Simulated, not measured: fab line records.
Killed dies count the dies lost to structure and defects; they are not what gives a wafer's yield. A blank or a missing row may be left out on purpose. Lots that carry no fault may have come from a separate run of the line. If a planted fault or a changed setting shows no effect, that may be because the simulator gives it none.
fab line records | flow sky130
record: lots: 5 wafers: 15 lastDay: 48
route steps=708 shown SONOS_TUNNEL@156 SONOS_ONO@168 GATE_OXIDE@187 PAD_OPEN@708
lots that met no fault: from a run of the same line without faults
startH: hours from the record's opening day to when the first of the lot's shown wafers began | waitH: how many hours have passed since the lot's step before this one | " repeats the value in the row above | L1.1+2: a row that stands for several wafers | - value missing, or start not given | * or withheld: withheld | < > ~ a bound
route shown NAME@n: a module of which the file shows steps, and the number in the route of the first | usual: the fault-free wafers' mean and standard deviation | same: alike in all rows | chamber/n: place in a boat | sites: per-site readings | _std_site: standard deviation of those values | _edge_site: mean of outer sites minus mean of inner sites | radiusMm: how far each site lies from the wafer's centre | mask NAME#n: copy n | behind: the last tool/chamber to shape the wafer | hold: reason for holding the lot/hours on hold/outcome of the hold | device: names the non-switching transistor (n, p or np) | end of line: the same wafers' tests at the end of the route | a step with no rows: only its recipe | killed: not the wafer's yield, but the dies lost to structure and defects at the first sort | map: dies across one wafer; x = killed, . = not, _ = none there
set.NAME: the setting as run; set.NAME@STEP: as run at that earlier step | model.NAME: the simulator's own value behind a step, which no gauge read
certain route steps with their lots: each step a table, each wafer a row
services: a tool's chamber out of use, with start hour (startH, from the record's first day; less than 0 if before it), hours out, and reason
== steps ==
step: SKY_SONOS_TUNNEL_COAT_02
recipe: resist: NOVOLAK spinRpm: 3000 resistThkNm: 1140
step: SKY_SONOS_TUNNEL_SOFTBAKE_03
recipe: tempC: 90 timeS: 60 resist: NOVOLAK
step: SKY_SONOS_TUNNEL_EXPOSE_04
recipe: maskId: TUNM na: 0.6 sourceShape: conventional sigmaOuter: 0.6 polarization: unpolarized targetCdNm: 410 doseMj: 136
step: SKY_SONOS_TUNNEL_PEB_05
recipe: tempC: withheld timeS: * resist: NOVOLAK
step: SKY_SONOS_TUNNEL_DEVELOP_06
recipe: resist: NOVOLAK developer: TMAH developTimeS: 60 devTempC: 23
step: SKY_SONOS_TUNNEL_IMPLANT_09
recipe: species: B energyKev: 20 doseCm2: 1e+12 tiltDeg: withheld
step: SKY_SONOS_TUNNEL_WET_ETCH_10
recipe: chemistry: dHF targetDepthNm: 14 target: SiO2 dilution: 100:1 tempC: 25 timeS: 280
step: SKY_SONOS_TUNNEL_STRIP_11
recipe: chemistry: SPM timeS: 600 tempC: 130
step: SKY_SONOS_TUNNEL_CLEAN_13
recipe: chemistry: dHF timeS: 20 dilution: 100:1 dry: ipaMarangoni
step: SKY_SONOS_ONO_OXIDATION_00
recipe: tempC: 800 ambient: O2 idleTempC: 700 rampUpCPerMin: 10 rampDownCPerMin: 3 stabiliseS: 600 purgeS: 300 targetThkA: 26 oxTimeS: 1249
usual: oxTempCMax: 804.1/1.3 rampUpCPerMin: 9.9997/0.0017 spikeTcCentreC: 800.4/1.5 zonePowerBottomPct: 20.2/1.3 zonePowerLowerPct: 14.7/1.8 zonePowerTopPct: 27.2/0.38 zonePowerUpperPct: 12.9/1.4
columns lot.wafer tool chamber startH waitH oxTempCMax rampUpCPerMin spikeTcCentreC zonePowerBottomPct zonePowerLowerPct zonePowerTopPct zonePowerUpperPct
L281.2 furnace-01 0 250.71 0.4 807.3 9.9993 801.8 18.9 13.1 27.2 14.4
L281.3 " 0 " " 807.2 10.0000 801.5 18.8 13.0 27.4 14.4
L281.6 " 0 " " 805.4 10.002 801.4 18.8 12.9 27.5 14.1
L289.2 furnace-01 0 313.76 1.0 803.7 9.9973 801.9 18.5 13.0 27.5 14.1
L289.3 " 0 " " 807.6 9.9987 802.4 19.2 12.9 27.6 14.3
L289.5 " 0 " " 805.3 9.9994 801.9 19.0 13.0 27.6 14.4
L290.2 furnace-01 0 320.70 0.8 807.1 10.001 800.3 18.7 12.9 27.3 14.6
L290.4 " 0 " " 804.8 10.002 800.4 18.9 13.3 27.5 14.3
L290.6 " 0 " " 804.4 9.9981 800.9 18.9 13.1 27.7 14.3
L294.1 furnace-01 0 359.88 1.0 806.1 9.9991 801.1 18.9 12.9 27.5 14.4
L294.3 " 0 " " 804.6 10.001 801.5 19.0 13.2 27.6 14.2
L294.4 " 0 " " 804.7 9.9974 803.1 19.1 13.0 27.2 14.1
L296.2 furnace-02 0 366.79 0.6 803.0 9.9993 800.3 21.4 16.9 26.9 11.5
L296.4 " 0 " " 803.8 9.9965 799.4 21.3 16.3 27.1 11.6
L296.5 " 0 " " 803.2 10.002 801.1 21.3 16.5 26.8 11.5
step: SKY_SONOS_ONO_CVD_02
recipe: material: Si3N4 precursor: DCS/NH3 targetThkNm: 10.5 tempC: 770 timeS: 180 pressureMtorr: 250
step: SKY_SONOS_ONO_CVD_04
recipe: material: SiO2 precursor: SiH4/N2O targetThkNm: 5.7199 tempC: 900 pressureMtorr: 400
step: SKY_SONOS_ONO_DEHYDRATE_06
recipe: tempC: 200 timeS: 60
step: SKY_SONOS_ONO_HMDS_07
recipe: primeTimeS: 60 primeTempC: 120
step: SKY_SONOS_ONO_COAT_08
recipe: resist: NOVOLAK spinRpm: 3000 resistThkNm: 1140
step: SKY_SONOS_ONO_SOFTBAKE_09
recipe: tempC: 90 timeS: 60 resist: NOVOLAK
step: SKY_SONOS_ONO_EXPOSE_10
recipe: maskId: ONOM targetCdNm: 410 na: 0.6 sourceShape: conventional sigmaOuter: 0.6 doseMj: 150
step: SKY_SONOS_ONO_PEB_11
recipe: tempC: withheld timeS: * resist: NOVOLAK
step: SKY_SONOS_ONO_DEVELOP_12
recipe: developTimeS: 60 devTempC: 23
step: SKY_SONOS_ONO_ETCH_15
recipe: targetDepthNm: 19.52 chemistry: CHF3/O2 sourceW: 600 biasW: 200 pressureMtorr: 40 chf3FlowSccm: 50 O2_flow_sccm: 5 timeS: 7.8
step: SKY_SONOS_ONO_WET_ETCH_16
recipe: chemistry: dHF targetDepthNm: 14 dry: n2Spin target: SiO2 dilution: 100:1 tempC: 25 timeS: 280
step: SKY_SONOS_ONO_STRIP_17
recipe: chemistry: O2/N2 powerW: 1400 pressureMtorr: 1500 platenTempC: withheld o2FlowSccm: 3000 n2FlowSccm: 300 overashFraction: 0.5
step: SKY_SONOS_ONO_WET_ETCH_18
recipe: chemistry: H3PO4 targetDepthNm: 15 target: Si3N4 tempC: 160 timeS: 172
step: SKY_GATE_OXIDE_CLEAN_00
recipe: chemistry: SC1/SC2 mix: 1:4:20 tempC: 70 timeS: 150 dry: n2Spin
step: SKY_GATE_OXIDE_OXIDATION_01
recipe: tempC: 900 ambient: O2 stabiliseS: 600 purgeS: 300 targetThkA: 102.68 oxTimeS: 1473
step: SKY_GATE_OXIDE_DEHYDRATE_03
recipe: tempC: 200 timeS: 60
step: SKY_GATE_OXIDE_HMDS_04
recipe: primeTimeS: 60 primeTempC: 120
step: SKY_GATE_OXIDE_COAT_05
recipe: resist: NOVOLAK spinRpm: 3000 resistThkNm: 1140
step: SKY_GATE_OXIDE_SOFTBAKE_06
recipe: tempC: 90 timeS: 60 resist: NOVOLAK
step: SKY_GATE_OXIDE_EXPOSE_07
recipe: maskId: LVOM na: 0.6 sourceShape: conventional sigmaOuter: 0.6 polarization: unpolarized targetCdNm: 600 doseMj: 170
step: SKY_GATE_OXIDE_PEB_08
recipe: tempC: withheld timeS: * resist: NOVOLAK
step: SKY_GATE_OXIDE_DEVELOP_09
recipe: resist: NOVOLAK developer: TMAH developTimeS: 60 devTempC: 23
step: SKY_PAD_OPEN_PROBE_99
usual: killed_at_M0_to_M3: 44/7 killed_at_M4_up: 3.2/1.8 killedAtContacts: 24/5.1 killedAtFrontEnd: 15/4.3 killedAtOther: 0.3/0.5 killedDies: 86/9.6 killedOpen: 48/7.1 killedShort: 38/6.7
same: grossDies: 492 killedAtBackSide: 0
columns lot.wafer tool chamber startH waitH killed_at_M0_to_M3 killed_at_M4_up killedAtContacts killedAtFrontEnd killedAtOther killedDies killedOpen killedShort model.etest.capOno.gateBvV model.etest.capThickOxide.gateBvV model.etest.capThinOxide.gateLog10ACm2 model.etest.diodeNwellSub.leakLog10ACm2 model.etest.diodeDnwellSub.leakLog10ACm2 model.etest.capThinOxide.gateBvV model.etest.diodePwellDnwell.leakLog10ACm2 model.etest.diodeNdiffPwellHv.leakLog10ACm2
L281.2 prober-01 - 1076.95 0.1 57 3 24 19 1 104 57 45 16.32 15.44 -7.229 -7.242 -7.314 7.085 -7.752 -6.712
L281.3 prober-01 - 1077.00 0.2 44 3 28 12 0 87 46 39 16.68 15.76 -7.319 -7.359 -7.303 6.964 -7.561 -6.846
L281.6 prober-01 - 1077.15 0.2 46 3 23 12 0 84 43 41 16.04 16.18 -7.19 -7.448 -7.341 6.922 -7.794 -6.711
L289.2 prober-01 - 1124.31 0.1 39 6 21 18 0 84 58 25 7.654 8.919 -3.219 -5.95 -5.283 5.256 -6.119 -5.734
L289.3 prober-01 - 1124.36 0.2 39 4 26 19 0 88 54 33 7.579 8.84 -3.51 -5.59 -5.876 5.402 -6.075 -5.791
L289.5 prober-01 - 1124.46 0.2 48 3 22 10 0 83 42 41 7.478 8.816 -3.508 -5.649 -5.694 5.386 -5.785 -5.736
L290.2 prober-02 - 1128.71 0.1 51 3 27 16 0 97 59 37 7.516 8.746 -3.305 -5.686 -5.723 5.381 -6.166 -5.684
L290.4 prober-02 - 1128.81 0.2 53 4 20 11 0 88 42 45 7.633 8.736 -3.332 -5.789 -5.817 5.396 -5.827 -5.569
L290.6 prober-02 - 1128.91 0.2 64 3 22 14 0 103 58 44 7.701 8.899 -3.277 -5.591 -5.981 5.271 -6.081 -5.758
L294.1 prober-02 - 1159.36 0.1 39 2 30 17 0 88 46 42 7.541 8.623 -3.25 -5.596 -5.49 5.234 -5.96 -5.374
L294.3 prober-02 - 1159.46 0.2 35 4 25 12 0 76 46 30 7.638 8.743 -3.432 -5.477 -5.597 5.193 -5.978 -5.743
L294.4 prober-02 - 1159.51 0.2 38 5 31 24 0 98 53 45 7.704 9.206 -3.429 -5.631 -5.689 5.273 -5.78 -5.718
L296.2 prober-01 - 1162.81 0.1 33 5 17 11 0 66 32 34 16.15 14.77 -7.221 -7.497 -7.222 6.902 -7.848 -6.854
L296.4 prober-01 - 1162.91 0.2 39 2 24 18 0 83 47 36 16.32 14.89 -6.713 -7.173 -7.582 6.909 -7.373 -6.494
L296.5 prober-01 - 1162.96 0.2 38 5 24 15 0 82 51 31 16.56 14.95 -7.007 -7.189 -6.88 6.915 -7.583 -6.713
killed by level:class
L281.2 VIA2:geometricParticle:open=11 VIA3:geometricParticle:open=10 CONTACT:geometricParticle:open=8 CONTACT:geometricParticle:short=8 VIA1:geometricParticle:open=8 FIELD_ISO:geometricParticle:open=7 METAL1:geometricParticle:short=6 VIA2:geometricParticle:short=6
L281.3 VIA2:geometricParticle:open=10 CONTACT:geometricParticle:open=9 LI_CONTACT:geometricParticle:open=7 LOCAL_INTERCONNECT:geometricParticle:short=6 VIA1:geometricParticle:open=6 VIA2:geometricParticle:short=6 METAL1:geometricParticle:short=5 VIA3:geometricParticle:open=4
L281.6 CONTACT:geometricParticle:open=12 METAL1:geometricParticle:short=7 VIA2:geometricParticle:open=7 VIA2:geometricParticle:short=6 CONTACT:geometricParticle:short=5 LI_CONTACT:geometricParticle:open=4 METAL1:geometricParticle:open=4 VIA1:geometricParticle:open=4
L289.2 VIA1:geometricParticle:open=14 LI_CONTACT:geometricParticle:open=9 CONTACT:geometricParticle:open=9 VIA3:geometricParticle:open=8 FIELD_ISO:geometricParticle:open=6 VIA2:geometricParticle:open=6 FIELD_ISO:geometricParticle:short=4 METAL4:geometricParticle:short=4
L289.3 CONTACT:geometricParticle:open=13 VIA1:geometricParticle:open=12 LI_CONTACT:geometricParticle:open=6 METAL2:geometricParticle:short=5 FIELD_ISO:geometricParticle:short=5 FIELD_ISO:geometricParticle:open=5 POLY_GATE:geometricParticle:open=5 VIA2:geometricParticle:open=4
L289.5 VIA1:geometricParticle:open=12 CONTACT:geometricParticle:open=9 METAL1:geometricParticle:short=7 VIA3:geometricParticle:open=6 VIA2:geometricParticle:open=6 POLY_GATE:geometricParticle:short=4 CONTACT:geometricParticle:short=4 VIA1:geometricParticle:short=4
L290.2 VIA1:geometricParticle:open=12 VIA2:geometricParticle:open=11 CONTACT:geometricParticle:open=10 LI_CONTACT:geometricParticle:open=9 METAL1:geometricParticle:short=7 VIA3:geometricParticle:open=7 METAL2:geometricParticle:short=5 FIELD_ISO:geometricParticle:short=4
L290.4 VIA1:geometricParticle:open=13 METAL1:geometricParticle:short=10 VIA2:geometricParticle:open=6 CONTACT:geometricParticle:open=6 METAL3:geometricParticle:short=6 LOCAL_INTERCONNECT:geometricParticle:short=5 FIELD_ISO:geometricParticle:open=4 LI_CONTACT:geometricParticle:open=4
L290.6 VIA1:geometricParticle:open=16 METAL1:geometricParticle:short=13 VIA2:geometricParticle:open=10 CONTACT:geometricParticle:open=9 METAL3:geometricParticle:short=7 VIA3:geometricParticle:open=7 LI_CONTACT:geometricParticle:open=5 FIELD_ISO:geometricParticle:short=4
L294.1 VIA1:geometricParticle:open=9 LI_CONTACT:geometricParticle:open=9 LI_CONTACT:geometricParticle:short=6 CONTACT:geometricParticle:open=6 FIELD_ISO:geometricParticle:open=5 METAL2:geometricParticle:short=5 POLY_GATE:geometricParticle:open=5 VIA1:geometricParticle:short=5
L294.3 LI_CONTACT:geometricParticle:open=9 VIA1:geometricParticle:open=8 CONTACT:geometricParticle:open=7 METAL1:geometricParticle:short=5 METAL2:geometricParticle:short=5 VIA2:geometricParticle:open=5 VIA3:geometricParticle:open=5 POLY_GATE:geometricParticle:open=4
L294.4 CONTACT:geometricParticle:open=10 LI_CONTACT:geometricParticle:open=9 POLY_GATE:geometricParticle:short=6 METAL1:geometricParticle:short=6 VIA2:geometricParticle:open=6 FIELD_ISO:geometricParticle:open=5 CONTACT:geometricParticle:short=5 VIA2:geometricParticle:short=4
L296.2 VIA1:geometricParticle:open=6 LOCAL_INTERCONNECT:geometricParticle:short=6 VIA3:geometricParticle:open=6 METAL2:geometricParticle:short=5 VIA2:geometricParticle:open=5 CONTACT:geometricParticle:open=4 CONTACT:geometricParticle:short=4 SPACER:geometricParticle:short=3
L296.4 VIA1:geometricParticle:open=11 CONTACT:geometricParticle:open=8 LI_CONTACT:geometricParticle:open=7 METAL1:geometricParticle:short=6 VIA3:geometricParticle:open=6 POLY_GATE:geometricParticle:open=5 POLY_GATE:geometricParticle:short=5 LOCAL_INTERCONNECT:geometricParticle:short=5
L296.5 LI_CONTACT:geometricParticle:open=12 VIA1:geometricParticle:open=9 METAL1:geometricParticle:short=7 VIA3:geometricParticle:open=6 POLY_GATE:geometricParticle:open=5 CONTACT:geometricParticle:open=5 METAL4:geometricParticle:short=5 METAL1:geometricParticle:open=3
== services ==
columns tool chamber startH hours kind
furnace-01 - 302.49 1.0 repair
furnace-02 - 319.53 3.5 pm
furnace-01 - 324.95 3.8 pm
== key ==
firstSign none at tools or gauges
modelEffect: step: SKY_PAD_OPEN_PROBE_99 value: etest.capOno.gateBvV without: 16.47 struck: 7.605
metAt SKY_SONOS_ONO_OXIDATION_00
struckWafers L289.2,L289.3,L289.5,L290.2,L290.4,L290.6,L294.1,L294.3,L294.4
testerLeftOut L289,L290,L294
onsetBetween 250.71 313.76
fault: kind: metallicContaminationSource tool: furnace-01 chamber: - onsetH: 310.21 steps: SKY_SONOS_ONO_OXIDATION_00 rateCm2PerVisit: 7.2681e+12 species: metalFeCm2
testerLeftOut: of these lots the tester's yield and bins aren't shown, on N5 and GAA mostly nor the transistor test; their killed dies are dies lost to structure and defects alone, not to doping, threshold or leakage, so they don't give the yield
